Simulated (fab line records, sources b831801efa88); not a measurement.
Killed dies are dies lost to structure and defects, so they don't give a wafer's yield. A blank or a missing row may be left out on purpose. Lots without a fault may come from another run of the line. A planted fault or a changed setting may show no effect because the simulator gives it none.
fab line records | flow sky130
record lots=6 wafers=18 last_day=50
route steps=708 shown VIA2@509 METAL3@532 CAPM@537 PAD_OPEN@708
lots that met no fault: from a run of the same line without faults
start_h: hours from the record's first day to the start of the lot's first wafer shown | wait_h: hours since the lot's step before | " the same as in the row above | L1.1+2: a row that stands for several wafers | - no value, or no start given | * or withheld: withheld | < > ~ a bound
route shown NAME@n: a module of which the file shows steps, and the number in the route of the first | usual: mean/standard deviation of fault-free wafers | same: alike in all rows | chamber/n: place in a boat | sites: the reading at each site | _std_site: their standard deviation | _edge_site: outer sites' mean less inner sites' | radius_mm: how far each site lies from the wafer's centre | mask NAME#n: copy n | behind: the tool/chamber that last shaped the wafer | hold: why the lot was held/for how many hours/how that ended | device: the transistor (n, p or np) that didn't switch | end of line: the same wafers' tests at the end of the route | a step without rows: its recipe alone | killed: dies lost to structure and defects at the first sort, not the wafer's yield | map: a wafer's dies, x killed, . not, _ none there
set.NAME: the setting as run; set.NAME@STEP: as run at that earlier step | model.NAME: the simulator's own value behind a step, which no gauge read
lots at some steps of the route; a table a step, a row a wafer
services: from which hour (start_h, from the record's first day; less than 0 if before it) a tool's chamber was out of use, for how many hours, and why
## steps
# step SKY_VIA2_CMP_02
# recipe material=SiO2 down_force_psi=4 platen_rpm=60 pad_velocity_m_s=0.94248
# usual motor_current_A=11.8/0.96
# columns lot.wafer tool chamber start_h wait_h motor_current_A
L189.2 cmp-01 1 886.54 0.0 10.5
L189.5 " 1 " " 10.9
L189.6 " 2 " " 13.2
L190.2 cmp-01 3 887.28 0.2 11.3
L190.6 " 0 " " 12.7
L190.5 " 1 " " 10.8
L192.4 cmp-02 0 897.35 0.1 12.2
L192.2 " 2 " " 12.4
L192.5 " 0 " " 11.6
L195.3 cmp-02 3 909.46 0.1 12.2
L195.4 " 0 " " 12.0
L195.5 " 2 " " 12.1
L194.3 cmp-02 3 916.14 0.1 11.8
L194.1 " 0 " " 11.6
L194.2 " 1 " " 10.9
L204.1 cmp-01 2 992.49 2.8 14.7
L204.2 " 1 " " 10.8
L204.6 " 3 " " 11.1
# step SKY_VIA2_BOW_MEAS_03
# recipe mode=bow
# usual VIA2_BOW=86/6
# columns lot.wafer tool chamber start_h wait_h VIA2_BOW[um]
L189.2 film_metro-01 - 886.86 0.3 86
L189.5 " - " " 95
L189.6 " - " " 89
L190.2 film_metro-01 - 887.45 0.1 76
L190.5 " - " " 92
L190.6 " - " " 85
L192.2 film_metro-03 - 897.62 0.1 89
L192.4 " - " " 93
L192.5 " - " " 80
L195.3 film_metro-03 - 909.70 0.2 83
L195.4 " - " " 94
L195.5 " - " " 100
L194.1 film_metro-04 - 916.39 0.1 71
L194.2 " - " " 85
L194.3 " - " " 82
L204.1 film_metro-03 - 992.79 0.2 90
L204.2 " - " " 86
L204.6 " - " " 83
# step SKY_VIA2_DEHYDRATE_04
# recipe temp_c=200 time_s=60
# step SKY_VIA2_HMDS_05
# recipe prime_time_s=60 prime_temp_c=120
# step SKY_VIA2_COAT_06
# recipe resist=BARC temp_c=withheld time_s=withheld spin_rpm=3000 resist_thk_nm=60
# step SKY_VIA2_COAT_07
# recipe resist=KrF-thick spin_rpm=3000 resist_thk_nm=458.6
# step SKY_VIA2_SOFTBAKE_08
# recipe temp_c=100 time_s=90 resist=KrF-thick
# step SKY_VIA2_EXPOSE_09
# recipe mask_id=VIM2 na=0.8 source_shape=annular sigma_inner=0.55 sigma_outer=0.85 target_cd_nm=200 dose_mj=38
# step SKY_VIA2_PEB_10
# recipe peb_temp_c=withheld peb_time_s=withheld resist=KrF-thick
# step SKY_VIA2_DEVELOP_11
# recipe develop_time_s=60 resist=KrF-thick dev_temp_c=20.14
# step SKY_VIA2_CD_MEAS_12
# recipe target_cd_nm=200
# usual cd_nm=199.8/1.3
# columns lot.wafer tool chamber start_h wait_h cd_nm
L189.2 cd_sem-01 - 912.23 - 202.4
L189.5 " - " " 202.7
L189.6 " - " " 203.2
L190.2 cd_sem-01 - 912.74 - 199.1
L190.5 " - " " 199.7
L190.6 " - " " 200.7
L192.2 cd_sem-01 - 922.33 - 199.2
L192.4 " - " " 197.7
L192.5 " - " " 199.2
L195.3 cd_sem-02 - 934.15 - 200.2
L195.4 " - " " 202.0
L195.5 " - " " 199.9
L194.1 cd_sem-01 - 940.56 - 199.4
L194.2 " - " " 198.9
L194.3 " - " " 198.0
L204.1 cd_sem-02 - 1014.36 - 198.2
L204.2 " - " " 197.8
L204.6 " - " " 197.2
# step SKY_VIA2_OVL_MEAS_13
# usual VIA2_OVL=0/6.8
# columns lot.wafer tool chamber start_h wait_h VIA2_OVL[nm]
L189.2 overlay-02 - 912.34 0.1 4
L189.5 " - " " 3
L189.6 " - " " 2
L190.2 overlay-01 - 912.85 0.1 2
L190.5 " - " " 1
L190.6 " - " " 3
L192.2 overlay-02 - 922.44 0.1 3
L192.4 " - " " -2
L192.5 " - " " -11
L195.3 overlay-01 - 934.24 0.1 1
L195.4 " - " " -7
L195.5 " - " " 11
L194.1 overlay-01 - 940.68 0.1 -11
L194.2 " - " " -1
L194.3 " - " " -13
L204.1 overlay-02 - 1014.48 0.1 0
L204.2 " - " " 3
L204.6 " - " " 7
# step SKY_VIA2_ETCH_14
# recipe chemistry=N2/H2 target=BARC ion_energy_ev=200 source_w=500 bias_w=100 pressure_mtorr=30 n2_flow_sccm=100 h2_flow_sccm=200 stop_on=SiO2 time_s=45.9 target_depth_a=600
# usual drypump_motor_current_A=5.4/0.45 oes_product_au=0.855/0.0047 throttle_valve_pct=13.225/0.009
# columns lot.wafer tool chamber start_h wait_h drypump_motor_current_A oes_product_au rf_hours_counter_h throttle_valve_pct
L189.2 rie_diel-03 2 912.37 0.0 5.4 0.855 13 13.222
L189.5 " 3 " " 5.8 0.844 - 13.226
L189.6 " 2 " " 5.4 0.852 - 13.227
L190.2 rie_diel-04 3 912.88 0.0 5.9 0.865 17 13.210
L190.5 " 1 " " 5.5 0.852 - 13.229
L190.6 " 2 " " 5.0 0.849 - 13.229
L192.2 rie_diel-01 1 922.47 0.0 5.5 0.850 10 13.245
L192.4 " 0 " " 5.4 0.856 2 13.226
L192.5 " 0 " " 5.3 0.858 - 13.239
L195.3 rie_diel-01 2 934.27 0.0 5.9 0.859 10 13.237
L195.4 " 0 " " 5.3 0.854 2 13.226
L195.5 " 2 " " 5.9 0.854 - 13.228
L194.1 rie_diel-01 3 940.72 0.0 5.0 0.852 6 13.222
L194.2 " 0 " " 5.3 0.852 2 13.222
L194.3 " 2 " " 5.9 0.846 10 13.218
L204.1 rie_diel-04 2 1014.52 0.0 5.0 0.855 23 13.217
L204.2 " 1 " " 5.4 0.859 19 13.219
L204.6 " 0 " " 4.8 0.856 - 13.208
# step SKY_VIA2_ETCH_15
# recipe target=SiO2 chemistry=C4F8/O2/Ar target_depth_nm=546 stop_on=TiN mask_material=KrF-thick source_w=1500 bias_w=1200 pressure_mtorr=40 c4f8_flow_sccm=withheld O2_flow_sccm=6 Ar_flow_sccm=300 time_s=84
# step SKY_VIA2_STRIP_16
# recipe chemistry=O2/N2 power_w=1400 pressure_mtorr=1500 platen_temp_c=withheld o2_flow_sccm=3000 n2_flow_sccm=300 overash_fraction=0.5
# step SKY_VIA2_STRIP_17
# recipe chemistry=post_etch_residue_remover time_s=1200 temp_c=72.5
# step SKY_VIA2_CLEAN_18
# recipe chemistry=IPA time_s=180 temp_c=25
# step SKY_VIA2_CLEAN_19
# recipe chemistry=O3/DIW dry=n2_spin
# step SKY_VIA2_SPUTTER_20
# recipe material=TiN target_thk_nm=20 chamber_pressure_pa=5 power_w=4000 time_s=80
# step SKY_VIA2_CVD_21
# recipe material=W target_thk_nm=420 time_s=126.4 temp_c=400 pressure_torr=40
# step SKY_VIA2_RS_MEAS_22
# recipe thk_meas_gauge=four-point-probe reads=W_of_VIA2_CVD_21+TiN_of_VIA2_SPUTTER_20
# usual VIA2_W_RS=0.273/0.0033
# columns lot.wafer tool chamber start_h wait_h VIA2_W_RS[ohm/sq]
L189.2 film_metro-04 - 913.27 0.1 0.277
L189.5 " - " " 0.276
L189.6 " - " " 0.274
L190.2 film_metro-01 - 913.79 0.1 0.275
L190.5 " - " " 0.275
L190.6 " - " " 0.272
L192.2 film_metro-01 - 923.41 0.1 0.278
L192.4 " - " " 0.276
L192.5 " - " " 0.268
L195.3 film_metro-03 - 935.20 0.1 0.271
L195.4 " - " " 0.272
L195.5 " - " " 0.271
L194.1 film_metro-03 - 941.65 0.1 0.276
L194.2 " - " " 0.275
L194.3 " - " " 0.275
L204.1 film_metro-03 - 1015.45 0.1 0.280
L204.2 " - " " 0.281
L204.6 " - " " 0.283
# step SKY_VIA2_THK_MEAS_23
# recipe thk_meas_gauge=xrf reads=W_of_VIA2_CVD_21
# usual VIA2_W_THK=424/6.7
# columns lot.wafer tool chamber start_h wait_h VIA2_W_THK[nm]
L189.2 film_metro-04 - 913.38 0.1 416
L189.5 " - " " 413
L189.6 " - " " 417
L190.2 film_metro-01 - 913.90 0.1 429
L190.5 " - " " 424
L190.6 " - " " 429
L192.2 film_metro-01 - 923.52 0.1 423
L192.4 " - " " 425
L192.5 " - " " 440
L195.3 film_metro-03 - 935.30 0.1 429
L195.4 " - " " 431
L195.5 " - " " 433
L194.1 film_metro-03 - 941.77 0.1 416
L194.2 " - " " 416
L194.3 " - " " 420
L204.1 film_metro-03 - 1015.57 0.1 416
L204.2 " - " " 413
L204.6 " - " " 409
# step SKY_VIA2_CMP_24
# recipe stop_on=SiO2 t_overpolish_s=20 down_force_psi=3.5 platen_rpm=60 target_thk_nm=0 pad_velocity_m_s=0.94248
# step SKY_METAL3_SPUTTER_00
# recipe material=Ti target_thk_nm=15 power_w=3000 time_s=10 chamber_pressure_pa=0.4
# usual throttle_valve_pct=29.8/1.3
# columns lot.wafer tool chamber start_h wait_h throttle_valve_pct
L189.2 pvd_sputter-03 - 913.73 0.1 32.0
L189.5 " - " " 31.8
L189.6 " - " " 29.5
L190.2 pvd_sputter-04 - 914.25 0.1 30.8
L190.5 " - " " 30.0
L190.6 " - " " 29.8
L192.2 pvd_sputter-03 - 923.87 0.2 27.7
L192.4 " - " " 31.7
L192.5 " - " " 31.8
L195.3 pvd_sputter-03 - 935.64 0.2 31.9
L195.4 " - " " 30.4
L195.5 " - " " 27.6
L194.1 pvd_sputter-03 - 942.13 0.2 30.2
L194.2 " - " " 29.4
L194.3 " - " " 27.8
L204.1 pvd_sputter-01 - 1015.93 0.2 29.3
L204.2 " - " " 30.9
L204.6 " - " " 30.6
# step SKY_METAL3_SPUTTER_01
# recipe material=TiN target_thk_nm=20 power_w=6500 time_s=16.7 chamber_pressure_pa=0.4
# usual throttle_valve_pct=29.8/1.3
# columns lot.wafer tool chamber start_h wait_h throttle_valve_pct
L189.2 pvd_sputter-03 - 913.76 0.0 31.9
L189.5 " - " " 31.8
L189.6 " - " " 29.3
L190.2 pvd_sputter-04 - 914.27 0.0 30.6
L190.5 " - " " 30.0
L190.6 " - " " 30.3
L192.2 pvd_sputter-03 - 923.89 0.0 27.7
L192.4 " - " " 31.8
L192.5 " - " " 31.8
L195.3 pvd_sputter-03 - 935.66 0.0 32.0
L195.4 " - " " 30.2
L195.5 " - " " 28.0
L194.1 pvd_sputter-03 - 942.15 0.0 30.3
L194.2 " - " " 29.4
L194.3 " - " " 27.7
L204.1 pvd_sputter-01 - 1015.95 0.0 29.4
L204.2 " - " " 30.7
L204.6 " - " " 30.7
# step SKY_METAL3_SPUTTER_02
# recipe material=AlCu target_thk_nm=735 power_w=10600 time_s=39.1 chamber_pressure_pa=0.4
# step SKY_METAL3_SPUTTER_03
# recipe material=Ti target_thk_nm=5 power_w=3000 time_s=3.3 chamber_pressure_pa=0.4
# usual throttle_valve_pct=29.8/1.3
# columns lot.wafer tool chamber start_h wait_h throttle_valve_pct
L189.2 pvd_sputter-03 - 913.82 0.0 31.8
L189.5 " - " " 31.8
L189.6 " - " " 29.2
L190.2 pvd_sputter-04 - 914.34 0.0 30.8
L190.5 " - " " 30.0
L190.6 " - " " 30.0
L192.2 pvd_sputter-03 - 923.95 0.0 27.9
L192.4 " - " " 32.2
L192.5 " - " " 31.9
L195.3 pvd_sputter-03 - 935.73 0.0 32.0
L195.4 " - " " 30.2
L195.5 " - " " 27.9
L194.1 pvd_sputter-03 - 942.21 0.0 30.2
L194.2 " - " " 29.5
L194.3 " - " " 27.9
L204.1 pvd_sputter-01 - 1016.02 0.0 29.3
L204.2 " - " " 30.5
L204.6 " - " " 30.5
# step SKY_METAL3_SPUTTER_04
# recipe material=TiN target_thk_nm=70 power_w=6500 time_s=58.3 chamber_pressure_pa=0.4
# step SKY_CAPM_CVD_00
# recipe material=SiO2 target_thk_nm=15.5 temp_c=400 time_s=withheld rf_w=450
# step SKY_CAPM_THK_MEAS_01
# recipe reads=SiO2_of_CAPM_CVD_00
# usual CAPM_CVD_00_THK=15.50/0.21
# columns lot.wafer tool chamber start_h wait_h CAPM_CVD_00_THK[nm]
L189.2 film_metro-03 - 913.92 - 15.29
L189.5 " - " " 15.84
L189.6 " - " " 15.52
L190.2 film_metro-01 - 914.43 - 15.40
L190.5 " - " " 15.80
L190.6 " - " " 15.75
L192.2 film_metro-02 - 924.05 - 15.54
L192.4 " - " " 15.77
L192.5 " - " " 15.83
L195.3 film_metro-03 - 935.84 - 15.14
L195.4 " - " " 15.63
L195.5 " - " " 15.63
L194.1 film_metro-02 - 942.30 - 15.25
L194.2 " - " " 15.37
L194.3 " - " " 15.16
L204.1 film_metro-03 - 1016.11 - 15.56
L204.2 " - " " 15.60
L204.6 " - " " 15.68
# step SKY_CAPM_SPUTTER_02
# recipe material=TiN target_thk_nm=200 temp_c=300 power_w=6500 time_s=166.7 chamber_pressure_pa=0.4
# usual throttle_valve_pct=29.6/0.69
# columns lot.wafer tool chamber start_h wait_h throttle_valve_pct
L189.2 pvd_sputter-02 - 913.97 0.0 29.4
L189.5 " - " " 29.1
L189.6 " - " " 30.0
L190.2 pvd_sputter-03 - 914.48 0.0 27.7
L190.5 " - " " 30.1
L190.6 " - " " 27.7
L192.2 pvd_sputter-02 - 924.10 0.0 29.2
L192.4 " - " " 29.3
L192.5 " - " " 29.4
L195.3 pvd_sputter-01 - 935.88 0.0 29.6
L195.4 " - " " 29.4
L195.5 " - " " 29.2
L194.1 pvd_sputter-01 - 942.36 0.1 29.6
L194.2 " - " " 29.6
L194.3 " - " " 30.7
L204.1 pvd_sputter-03 - 1016.17 0.1 27.8
L204.2 " - " " 31.9
L204.6 " - " " 27.9
# step SKY_CAPM_RS_MEAS_03
# recipe thk_meas_gauge=four-point-probe reads=TiN_of_CAPM_SPUTTER_02
# usual CAPM_TIN_RS=6.88/0.063
# columns lot.wafer tool chamber start_h wait_h CAPM_TIN_RS[ohm/sq]
L189.2 film_metro-01 - 914.10 0.1 6.89
L189.5 " - " " 6.85
L189.6 " - " " 6.96
L190.2 film_metro-03 - 914.61 0.1 6.93
L190.5 " - " " 6.84
L190.6 " - " " 6.93
L192.2 film_metro-01 - 924.23 0.1 6.92
L192.4 " - " " 6.88
L192.5 " - " " 6.84
L195.3 film_metro-02 - 936.03 0.1 6.93
L195.4 " - " " 6.87
L195.5 " - " " 6.87
L194.1 film_metro-01 - 942.47 0.1 6.83
L194.2 " - " " 6.89
L194.3 " - " " 6.86
L204.1 film_metro-01 - 1016.28 0.1 6.71
L204.2 " - " " 6.77
L204.6 " - " " 6.72
# step SKY_CAPM_THK_MEAS_04
# recipe thk_meas_gauge=xrf reads=TiN_of_CAPM_SPUTTER_02
# usual CAPM_TIN_THK=195.9/2.1
# columns lot.wafer tool chamber start_h wait_h CAPM_TIN_THK[nm]
L189.2 film_metro-01 - 914.21 0.1 196.7
L189.5 " - " " 197.0
L189.6 " - " " 194.4
L190.2 film_metro-03 - 914.72 0.1 194.2
L190.5 " - " " 197.3
L190.6 " - " " 194.6
L192.2 film_metro-01 - 924.34 0.1 194.9
L192.4 " - " " 195.7
L192.5 " - " " 196.9
L195.3 film_metro-02 - 936.13 0.1 193.0
L195.4 " - " " 196.1
L195.5 " - " " 194.9
L194.1 film_metro-01 - 942.59 0.1 197.6
L194.2 " - " " 195.6
L194.3 " - " " 197.6
L204.1 film_metro-01 - 1016.40 0.1 200.2
L204.2 " - " " 199.8
L204.6 " - " " 200.3
# step SKY_CAPM_DEHYDRATE_05
# recipe temp_c=200 time_s=60
# step SKY_CAPM_HMDS_06
# recipe prime_time_s=60 prime_temp_c=120
# step SKY_CAPM_COAT_07
# recipe resist=NOVOLAK spin_rpm=3000 resist_thk_nm=1140
# step SKY_CAPM_SOFTBAKE_08
# recipe temp_c=90 time_s=60 resist=NOVOLAK
# step SKY_CAPM_EXPOSE_09
# recipe mask_id=CAPM na=0.6 source_shape=conventional sigma_outer=0.6 polarization=unpolarized target_cd_nm=1000 dose_mj=159
# step SKY_CAPM_PEB_10
# recipe temp_c=withheld time_s=* resist=NOVOLAK
# step SKY_CAPM_DEVELOP_11
# recipe resist=NOVOLAK developer=TMAH develop_time_s=60 dev_temp_c=23
# step SKY_CAPM_OVL_MEAS_12
# usual CAPM_OVL=-0.8/1.5
# columns lot.wafer tool chamber start_h wait_h CAPM_OVL[nm]
L189.2 overlay-01 - 938.70 0.1 -2.3
L189.5 " - " " -0.5
L189.6 " - " " -0.2
L190.2 overlay-01 - 939.35 0.1 -0.8
L190.5 " - " " -1.7
L190.6 " - " " -1.4
L192.2 overlay-02 - 948.42 0.1 0.9
L192.4 " - " " -0.5
L192.5 " - " " -0.7
L195.3 overlay-01 - 959.91 0.1 -3.5
L195.4 " - " " -2.0
L195.5 " - " " -2.2
L194.1 overlay-02 - 966.45 0.1 1.5
L194.2 " - " " 1.3
L194.3 " - " " -0.3
L204.1 overlay-01 - 1038.71 0.1 -2.1
L204.2 " - " " -2.7
L204.6 " - " " -0.6
# step SKY_CAPM_METAL_ETCH_13
# recipe target_depth_nm=220 stop_on=SiO2 chemistry=Cl2/BCl3 target=TiN pressure_mtorr=10 icp_w=900 bias_w=48.5 Cl2_flow_sccm=60 bcl3_flow_sccm=30 time_s=62.9
# step SKY_PAD_OPEN_PROBE_99
# usual defect_limited_yield=82.5/1.9 killed_at_M0_to_M3=44/7.2 killed_at_M4_up=3.0/1.8 killed_at_contacts=24/5.4 killed_at_front_end=14/4.4 killed_at_other=0.4/0.64 killed_dies=86/9.4 killed_open=47/7.7 killed_short=39/5.8 sort_bin_3_pad_short=0.9/0.38 sort_bin_5_function=10.3/1.4 sort_bin_6_memory=6.4/1.2 sort_n_pass=406/9.4 sort_yield_pct=82.5/1.9
# same gross_dies=492 killed_at_back_side=0 sort_bin_4_leakage[%]=0 sort_bin_8_speed[%]=0
# columns lot.wafer tool chamber start_h wait_h defect_limited_yield[%] killed_at_M0_to_M3 killed_at_M4_up killed_at_contacts killed_at_front_end killed_at_other killed_dies killed_open killed_short sort_bin_3_pad_short[%] sort_bin_5_function[%] sort_bin_6_memory[%] sort_n_pass sort_yield_pct[%] model.etest.tester.sort_n_pass model.etest.tester.sort_yield_pct model.etest.tester.sort_bin_5_pct model.etest.tester.sort_bin_3_pct
L189.2 prober-01 - 1129.16 0.1 82.9 49 4 20 10 1 84 47 37 0.4 11.8 4.9 408 82.9 408 82.93 11.79 0.4065
L189.5 prober-01 - 1129.31 0.2 84.1 46 0 15 17 0 78 43 35 1.0 8.3 6.5 414 84.1 414 84.15 8.333 1.016
L189.6 prober-01 - 1129.36 0.2 85.2 45 0 21 7 0 73 42 31 0.8 7.9 6.1 419 85.2 419 85.16 7.927 0.813
L192.2 prober-02 - 1132.13 0.1 81.3 55 4 21 9 3 92 52 38 0.8 11.4 6.5 400 81.3 400 81.3 11.38 0.813
L192.4 prober-02 - 1132.23 0.2 82.7 50 4 14 17 0 85 54 31 0.4 8.9 7.9 407 82.7 407 82.72 8.943 0.4065
L192.5 prober-02 - 1132.28 0.2 79.7 50 4 27 19 0 100 57 43 0.6 12.0 7.7 392 79.7 392 79.67 11.99 0.6098
L195.3 prober-01 - 1142.33 0.2 72.8 91 10 19 14 0 134 46 31 3.7 18.1 5.5 358 72.8 358 72.76 18.09 3.659
L195.4 prober-01 - 1142.38 0.2 69.9 105 1 29 13 0 148 45 36 3.5 19.9 6.7 344 69.9 344 69.92 19.92 3.455
L195.5 prober-01 - 1142.43 0.2 72.8 101 4 18 11 0 134 34 40 3.9 18.5 4.9 358 72.8 358 72.76 18.5 3.862
L194.1 prober-02 - 1149.13 0.1 71.5 107 3 14 16 0 140 34 36 5.5 15.4 7.5 352 71.5 352 71.54 15.45 5.488
L194.2 prober-02 - 1149.18 0.1 70.3 108 1 21 16 0 146 44 37 4.5 15.4 9.8 346 70.3 346 70.33 15.45 4.472
L194.3 prober-02 - 1149.23 0.2 69.7 110 0 17 21 1 149 46 37 4.1 18.9 7.3 343 69.7 343 69.72 18.9 4.065
L204.1 prober-02 - 1201.33 0.1 82.1 44 1 31 12 0 88 53 35 1.0 9.8 7.1 404 82.1 404 82.11 9.756 1.016
L204.2 prober-02 - 1201.38 0.1 85.0 30 4 29 11 0 74 40 34 0.6 8.3 6.1 418 85.0 418 84.96 8.333 0.6098
L204.6 prober-02 - 1201.58 0.2 85.0 39 4 16 15 0 74 37 37 0.6 8.3 6.1 418 85.0 418 84.96 8.333 0.6098
# killed by level:class
L189.2 VIA1:geometric_particle:open=16 METAL2:geometric_particle:short=8 VIA2:geometric_particle:short=7 CONTACT:geometric_particle:open=7 FIELD_ISO:geometric_particle:open=5 VIA3:geometric_particle:open=4 LI_CONTACT:geometric_particle:short=4 LI_CONTACT:geometric_particle:open=4
L189.5 VIA2:geometric_particle:open=10 VIA1:geometric_particle:open=9 POLY_GATE:geometric_particle:open=5 CONTACT:geometric_particle:open=5 METAL3:geometric_particle:short=5 VIA1:geometric_particle:short=5 FIELD_ISO:geometric_particle:short=4 LOCAL_INTERCONNECT:geometric_particle:short=4
L189.6 VIA1:geometric_particle:open=15 CONTACT:geometric_particle:open=8 METAL2:geometric_particle:short=7 LI_CONTACT:geometric_particle:open=6 METAL1:geometric_particle:short=6 FIELD_ISO:geometric_particle:open=4 VIA3:geometric_particle:open=4 VIA1:geometric_particle:short=4
L192.2 VIA1:geometric_particle:open=15 VIA1:geometric_particle:short=11 CONTACT:geometric_particle:open=9 VIA3:geometric_particle:open=8 VIA2:geometric_particle:open=7 LI_CONTACT:geometric_particle:open=5 METAL2:geometric_particle:short=5 VIA2:geometric_particle:short=4
L192.4 VIA3:geometric_particle:open=9 VIA1:geometric_particle:open=9 VIA2:geometric_particle:open=8 CONTACT:geometric_particle:open=7 FIELD_ISO:geometric_particle:open=6 METAL2:geometric_particle:short=5 VIA3:geometric_particle:short=5 POLY_GATE:geometric_particle:open=4
L192.5 VIA1:geometric_particle:open=12 CONTACT:geometric_particle:open=9 METAL1:geometric_particle:short=8 VIA2:geometric_particle:open=7 LI_CONTACT:geometric_particle:open=6 METAL2:geometric_particle:short=6 FIELD_ISO:geometric_particle:short=5 FIELD_ISO:geometric_particle:open=5
L195.3 VIA2:unspecified=57 CONTACT:geometric_particle:open=12 VIA3:geometric_particle:open=8 METAL4:geometric_particle:short=7 FIELD_ISO:geometric_particle:open=5 VIA1:geometric_particle:open=5 METAL2:geometric_particle:short=5 LI_CONTACT:geometric_particle:open=4
L195.4 VIA2:unspecified=67 CONTACT:geometric_particle:open=11 VIA1:geometric_particle:open=8 FIELD_ISO:geometric_particle:open=7 LI_CONTACT:geometric_particle:open=7 VIA3:geometric_particle:open=6 METAL1:geometric_particle:short=5 FIELD_ISO:geometric_particle:short=4
L195.5 VIA2:unspecified=60 CONTACT:geometric_particle:open=10 VIA1:geometric_particle:open=8 VIA2:geometric_particle:short=6 VIA1:geometric_particle:short=5 VIA2:geometric_particle:open=5 VIA3:geometric_particle:open=5 METAL1:geometric_particle:short=4
L194.1 VIA2:unspecified=70 VIA1:geometric_particle:open=13 POLY_GATE:geometric_particle:short=10 VIA1:geometric_particle:short=10 LI_CONTACT:geometric_particle:open=5 CONTACT:geometric_particle:open=5 VIA2:geometric_particle:open=5 POLY_GATE:geometric_particle:open=3
L194.2 VIA2:unspecified=64 VIA1:geometric_particle:open=16 VIA2:geometric_particle:open=8 VIA1:geometric_particle:short=6 METAL2:geometric_particle:short=6 CONTACT:geometric_particle:open=5 FIELD_ISO:geometric_particle:short=4 FIELD_ISO:geometric_particle:open=4
L194.3 VIA2:unspecified=65 VIA1:geometric_particle:open=12 CONTACT:geometric_particle:open=7 VIA1:geometric_particle:short=7 VIA2:geometric_particle:open=7 FIELD_ISO:geometric_particle:short=5 POLY_GATE:geometric_particle:short=5 POLY_GATE:geometric_particle:open=4
L204.1 VIA1:geometric_particle:open=13 CONTACT:geometric_particle:open=12 VIA3:geometric_particle:open=9 LI_CONTACT:geometric_particle:open=8 LOCAL_INTERCONNECT:geometric_particle:short=6 METAL1:geometric_particle:short=5 POLY_GATE:geometric_particle:open=4 CONTACT:geometric_particle:short=4
L204.2 CONTACT:geometric_particle:open=10 LI_CONTACT:geometric_particle:open=8 METAL2:geometric_particle:short=6 VIA2:geometric_particle:open=6 CONTACT:geometric_particle:short=5 LOCAL_INTERCONNECT:geometric_particle:short=4 FIELD_ISO:geometric_particle:open=3 POLY_GATE:geometric_particle:short=3
L204.6 VIA1:geometric_particle:open=10 CONTACT:geometric_particle:open=6 METAL2:geometric_particle:short=6 METAL1:geometric_particle:short=5 VIA2:geometric_particle:open=5 POLY_GATE:geometric_particle:short=4 LOCAL_INTERCONNECT:geometric_particle:short=4 FIELD_ISO:geometric_particle:open=3
# map L194.3 (x killed, . not)
__________x.x......x_________
________......x.x...xx_______
______...x..x....x.xxxxx_____
_____.......x....xxxxxxxx____
____........x.x.xxxxxxxxxx___
___...x.....x.xxxxxxxxxxxxx__
__..x.x.....x...xxxxxxxxxx.x_
_.......x.x......xxxxxxxxxx.x
_.......x........x.xxxxxxx...
_........x.....x...x.x.x.x..x
_.............xx.....x...x...
_.x.x.x..x.x..xx....x........
_...xx.x.x...xx....x.x.......
_.....xx.xx..........x.......
_x.........x...x...x.........
__x..x.....x.......x........_
___....x.x.x.x.........x...__
____xxx..............xxx..___
_____..............x.....____
______........xx..xxxx.._____
________.x...x..x....._______
__________.........x_________
# map L195.4 (x killed, . not)
__________....xx..x._________
________x.x.......x..._______
______..x......xx.xxxx.._____
_____......x...xxxxxxxx..____
____..x.xx...xxxxxxxxxxxx.___
___..x..x....xxxxxxxxxxxx..__
__x.x.x....x.xxxxxxxxxx.x..._
_.x.x..x......xxxxxxxxx.....x
_........xx.xx.xxxxxxx.......
_..........x....x.xxxxx.x...x
_...............xx..xx.......
_x.x...........x.x....xxx....
_..........x...x...x...x...x.
_....................x....x..
_x.......x.......x.......xx..
__..x.x.x....x.x....x.....x._
___............x....x......__
____....x..x..xx....x.....___
_____...xx......x..xx....____
______...........x.....x_____
________........x...x._______
__________...x.x.x.._________
## services
# columns tool chamber start_h hours kind
rie_diel-01 - 863.41 0.3 repair
rie_diel-03 2 869.44 5.7 repair
cmp-01 - 884.46 1.6 repair
rie_diel-03 1 891.68 16.5 repair
rie_diel-01 0 893.94 7.2 repair
cmp-02 - 895.34 0.5 repair
cmp-01 - 901.76 2.8 repair
pvd_sputter-01 0 905.31 - consumable_replace:kit
pvd_sputter-01 0 905.31 18.0 scheduled_down
pvd_sputter-01 0 905.31 18.0 vent_cycle
cmp-02 - 918.87 4.0 pm
pvd_sputter-04 - 925.17 3.5 repair
rie_diel-04 2 946.14 21.9 repair
pvd_sputter-03 0 950.78 - consumable_replace:kit
pvd_sputter-03 0 950.78 18.0 scheduled_down
pvd_sputter-03 0 950.78 18.0 vent_cycle
pvd_sputter-02 - 952.47 1.6 repair
cmp-02 - 956.10 3.6 pm
pvd_sputter-03 - 969.74 1.6 repair
cmp-02 - 983.60 8.9 pm
rie_diel-04 2 992.61 14.2 repair
rie_diel-01 2 997.33 4.7 repair
rie_diel-01 0 998.51 10.7 repair
cmp-02 - 1013.64 2.5 repair
## key
first_sign step=SKY_PAD_OPEN_PROBE_99 reading=sort_bin_3_pad_short direction=up sigmas=8.7 usual=0.9 struck=4.2
effect step=SKY_PAD_OPEN_PROBE_99 reading=killed_at_M0_to_M3 direction=up sigmas=8.2 usual=44 struck=104
model_effect step=SKY_PAD_OPEN_PROBE_99 value=etest.tester.sort_n_pass without=404.3 struck=350.2
met_at SKY_VIA2_ETCH_14
struck_wafers L194.1,L194.2,L194.3,L195.3,L195.4,L195.5
onset_between 922.47 934.27
also_fits SKY_VIA2_CMP_02:cmp-02,SKY_METAL3_SPUTTER_00:pvd_sputter-03,SKY_METAL3_SPUTTER_01:pvd_sputter-03,SKY_METAL3_SPUTTER_03:pvd_sputter-03
fault kind=chamber_particle_source tool=rie_diel-01 chamber=- onset_h=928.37 steps=SKY_VIA2_ETCH_14 rate_per_visit_cm2=1.6903 end_h=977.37
